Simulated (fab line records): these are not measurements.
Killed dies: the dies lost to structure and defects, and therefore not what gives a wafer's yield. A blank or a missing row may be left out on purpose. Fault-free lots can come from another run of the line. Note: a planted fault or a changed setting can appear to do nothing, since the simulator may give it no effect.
Which tool was responsible?	flow gf180mcu	Sampling: 12 lots, 36 wafers, 6 of 602 route steps

== WHAT THE GAUGES SHOWED, per wafer ==
GF_MVSD_OVL_MEAS_07.
lot	measured	on	MVSD_OVL (nm)
L839	day 4 10:41	overlay-01	0.1 1.1 0.4
L840	day 4 16:32	overlay-01	1.9 0.9 0.4
L843	day 5 12:05	overlay-02	-1.0 0.0 0.7
L844	day 5 22:59	overlay-02	1.2 1.3 1.3
L845	day 5 23:32	overlay-02	-0.3 -0.1 0.1
L846	day 6 00:28	overlay-01	1.3 -1.3 -1.0
L850	day 7 05:55	overlay-01	-0.1 0.5 -1.4
L852	day 7 18:37	overlay-02	0.9 0.1 0.1
L857	day 9 00:32	overlay-02	2.4 1.3 0.8
L859	day 9 05:16	overlay-01	2.0 3.4 1.9
L858	day 9 06:20	overlay-02	1.8 1.6 1.4
L862	day 10 01:59	overlay-02	1.1 -1.7 -1.2

GF_MVPSD_OVL_MEAS_07.
lot	measured	on	MVPSD_OVL (nm)
L839	day 5 01:02	overlay-01	-1.7 -0.8 0.0
L840	day 5 06:30	overlay-02	0.7 1.8 0.6
L843	day 6 00:35	overlay-02	-1.1 -1.5 -2.7
L844	day 6 14:10	overlay-02	1.0 1.7 1.2
L845	day 6 14:41	overlay-02	-2.2 -3.1 -2.2
L846	day 6 15:36	overlay-02	-0.9 -1.2 0.2
L850	day 7 21:34	overlay-01	-0.8 0.1 -0.5
L852	day 8 10:38	overlay-02	0.3 0.6 -0.1
L857	day 9 17:55	overlay-01	-1.5 0.1 -0.7
L859	day 9 23:02	overlay-01	2.1 -0.6 -0.7
L858	day 10 00:20	overlay-02	3.7 2.2 0.9
L862	day 10 20:06	overlay-01	-1.7 -1.3 -2.0

GF_VT_IMPLANT_OVL_MEAS_18.
lot	measured	on	VT_IMPLANT_01_OVL (nm)
L839	day 6 02:16	overlay-02	1.2 1.0 0.4
L840	day 6 12:08	overlay-01	0.0 -0.1 0.3
L843	day 7 06:46	overlay-01	1.1 1.3 0.6
L844	day 7 21:13	overlay-02	-0.5 -2.2 -1.4
L845	day 7 21:44	overlay-02	-0.4 1.1 0.0
L846	day 7 22:19	overlay-01	0.2 0.5 -0.5
L850	day 9 07:41	overlay-02	-1.8 -0.8 -1.3
L852	day 9 20:52	overlay-01	2.2 1.0 1.7
L857	day 11 06:44	overlay-01	0.9 0.6 0.7
L859	day 11 11:32	overlay-02	-0.5 -1.7 -0.6
L858	day 11 12:25	overlay-01	0.0 -0.3 0.5
L862	day 12 09:40	overlay-02	1.7 0.8 2.3

GF_VT_IMPLANT_TW_MEAS_43.
lot	measured	on	VT_IMPLANT_4_TW
L839	day 7 08:52	filmMetro-04	692 689 695
L840	day 7 19:13	filmMetro-01	694 695 696
L843	day 8 15:34	filmMetro-01	694 692 694
L844	day 9 07:41	filmMetro-02	686 686 684
L845	day 9 08:13	filmMetro-02	688 685 685
L846	day 9 08:16	filmMetro-04	693 694 696
L850	day 10 18:57	filmMetro-01	413 411 413
L852	day 11 09:52	filmMetro-04	696 693 692
L857	day 12 21:04	filmMetro-04	695 694 693
L859	day 13 02:36	filmMetro-04	694 698 695
L858	day 13 03:29	filmMetro-04	698 692 691
L862	day 14 02:31	filmMetro-04	695 695 695

== EACH LOT AND THE TOOL THAT RAN IT (in order: tool; ch and the chambers of the sampled wafers; start) ==
lot	GF_VT_IMPLANT_STRIP_31	GF_VT_IMPLANT_STRIP_42
L839	plasmaAsher-03 ch 0,1, day 6 17:17	plasmaAsher-01 ch 0,1, day 7 08:46
L840	plasmaAsher-03 ch 0,1, day 7 03:55	plasmaAsher-04 ch 0,1, day 7 19:06
L843	plasmaAsher-03 ch 0,1, day 7 22:49	plasmaAsher-03 ch 0,1, day 8 15:28
L844	plasmaAsher-03 ch 0,1, day 8 14:06	plasmaAsher-04 ch 0,1, day 9 07:36
L845	plasmaAsher-01 ch 0,1, day 8 14:38	plasmaAsher-04 ch 0,1, day 9 08:07
L846	plasmaAsher-04 ch 0,1, day 8 14:54	plasmaAsher-01 ch 0,1, day 9 08:10
L850	plasmaAsher-03 ch 0,1, day 10 01:20	plasmaAsher-01 ch 0,1, day 10 18:50
L852	plasmaAsher-01 ch 0,1, day 10 14:35	plasmaAsher-04 ch 0,1, day 11 09:46
L857	plasmaAsher-04 ch 0,1, day 12 01:31	plasmaAsher-01 ch 0,1, day 12 20:58
L859	plasmaAsher-03 ch 0,1, day 12 06:41	plasmaAsher-03 ch 0,1, day 13 02:31
L858	plasmaAsher-04 ch 0,1, day 12 07:54	plasmaAsher-01 ch 0,1, day 13 03:23
L862	plasmaAsher-04 ch 0,1, day 13 05:38	plasmaAsher-04 ch 0,1, day 14 02:25
- GF_VT_IMPLANT_STRIP_31: strips in O2/N2.
- GF_VT_IMPLANT_STRIP_42: strips in O2/N2.

== WHAT THE TOOLS THEMSELVES READ (means of the sampled wafers that have a number; where no wafer has one, the mark that the record gives instead) ==
GF_VT_IMPLANT_STRIP_31.
lot	tool	drypumpMotorCurrentA (A)	heaterPowerW (W)	oesProductAu (a.u.)	stripTimeToEndpointS (s)
L839	plasmaAsher-03	5.64	338	0.715	12.61
L840	plasmaAsher-03	5.64	337	0.714	12.65
L843	plasmaAsher-03	5.65	344	0.716	12.65
L844	plasmaAsher-03	5.66	343	0.716	12.66
L845	plasmaAsher-01	5.69	321	0.715	12.70
L846	plasmaAsher-04	5.43	333	0.713	12.67
L850	plasmaAsher-03	5.75	357	0.957	-
L852	plasmaAsher-01	5.46	318	0.719	12.57
L857	plasmaAsher-04	5.44	330	0.715	12.62
L859	plasmaAsher-03	5.63	340	0.717	12.68
L858	plasmaAsher-04	5.40	322	0.718	12.64
L862	plasmaAsher-04	5.41	320	0.716	12.64

GF_VT_IMPLANT_STRIP_42.
lot	tool	drypumpMotorCurrentA (A)	heaterPowerW (W)	oesProductAu (a.u.)	stripTimeToEndpointS (s)
L839	plasmaAsher-01	5.68	321	0.718	12.63
L840	plasmaAsher-04	5.42	327	0.721	12.60
L843	plasmaAsher-03	5.76	352	0.714	12.66
L844	plasmaAsher-04	5.38	321	0.711	12.65
L845	plasmaAsher-04	5.42	328	0.718	12.60
L846	plasmaAsher-01	5.47	321	0.712	12.63
L850	plasmaAsher-01	5.69	327	0.712	13.90
L852	plasmaAsher-04	5.41	332	0.713	12.59
L857	plasmaAsher-01	5.70	321	0.712	12.67
L859	plasmaAsher-03	5.63	339	0.713	12.62
L858	plasmaAsher-01	5.69	327	0.714	12.67
L862	plasmaAsher-04	5.42	331	0.720	12.66

== THE ANSWER, worked out from the rows above alone ==
Rule: the usual values come from the lots themselves. The widest of any qualifying gaps counts: lots, ordered by their means at a reading, are off when they make up no more than a third of the lots, leave a main group of 4 or more, and stand apart from it by 3 or more times the standard deviation of that group's means. The tables above print the reading to a certain number of digits; a main group whose means all agree to those digits is not used. A lot without any number at a reading at which 4 lots or more have one is off too. All remaining lots with rows at the step are treated as sound. First the gauges in route order, then the tools' own readings, where a lot's mean is used as printed above. At the first step where some lot is off, the reading lying furthest off is the one used; lots without a number count as furthest.
Off: L850, seen at GF_VT_IMPLANT_TW_MEAS_43 (VT_IMPLANT_4_TW). The main group: mean 693, standard deviation 3.4.
If a tool, at a process step before that reading, ran all the lots that are off and no sound lot after the first of them, it fits. Not tried: the gauges at GF_VT_IMPLANT_TW_MEAS_43; whatever is off there is also off at GF_VT_IMPLANT_STRIP_31, on other tools, and gauge error can't account for it. None of those tried fits.

== WHAT WAS PUT IN BY THE SIMULATOR ==
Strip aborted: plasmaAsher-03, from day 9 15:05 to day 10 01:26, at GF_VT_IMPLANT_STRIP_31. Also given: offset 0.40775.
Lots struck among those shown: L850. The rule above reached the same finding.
